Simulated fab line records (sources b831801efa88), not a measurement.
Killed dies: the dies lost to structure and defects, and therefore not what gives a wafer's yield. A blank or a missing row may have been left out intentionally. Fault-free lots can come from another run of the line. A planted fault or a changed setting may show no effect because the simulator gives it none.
Matching of chambers + flow gf180mcu + GF_MIM_CVD_05 on pecvd-04 has 3 sister chambers
The step deposits Si3N4, target thk 42 nm, time 29.086 s. 6 wafers are shown with their chamber, then 8 later ones without.

## WAFERS, EACH WITH ITS CHAMBER
| wafer  | chamber | heater-power-w (W) | heater-power-outer-w (W) |
|--------|---------|--------------------|--------------------------|
| L080.2 | 2       | 595                | 336                      |
| L080.4 | 2       | 593                | 337                      |
| L080.5 | 0       | 607                | 344                      |
| L083.3 | 0       | 629                | 353                      |
| L083.4 | 1       | 466                | 281                      |
| L086.4 | 1       | 521                | 324                      |

## WAFERS WHOSE CHAMBER IS MISSING
| wafer  | heater-power-w (W) | heater-power-outer-w (W) |
|--------|--------------------|--------------------------|
| L086.5 | 582                | 319                      |
| L086.6 | 620                | 358                      |
| L089.1 | 684                | 411                      |
| L089.2 | 508                | 307                      |
| L089.3 | 593                | 333                      |
| L094.2 | 613                | 354                      |
| L094.3 | 525                | 310                      |
| L094.4 | 498                | 313                      |

## WHICH CHAMBER EACH ONE RAN IN
| wafer  | from the rows above     | in truth |
|--------|-------------------------|----------|
| L086.5 | can't be placed: 2 or 0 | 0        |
| L086.6 | can't be placed: 0 or 2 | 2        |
| L089.1 | can't be placed: 0 or 2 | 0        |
| L089.2 | 1                       | 1        |
| L089.3 | can't be placed: 2 or 0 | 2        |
| L094.2 | can't be placed: 0 or 2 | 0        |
| L094.3 | can't be placed: 1 or 2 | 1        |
| L094.4 | 1                       | 1        |
Placed correctly: 2 of 8. These rows do not allow placing 6 (true chamber among the candidates in 6). 0 placed wrongly.
How it was worked out, from the rows above alone: a wafer's distance from a chamber is the root of the sum, over the readings, of the square of ((its reading less the chamber's mean) divided by the reading's scatter). The wafer belongs to the nearest chamber; if the next one is less than 2 further off, it can't be placed. Each chamber's mean is taken over the wafers shown for it. The scatter: the root of (the sum of the squares of (reading less its chamber's mean) over the shown wafers, divided by (wafers less chambers)).
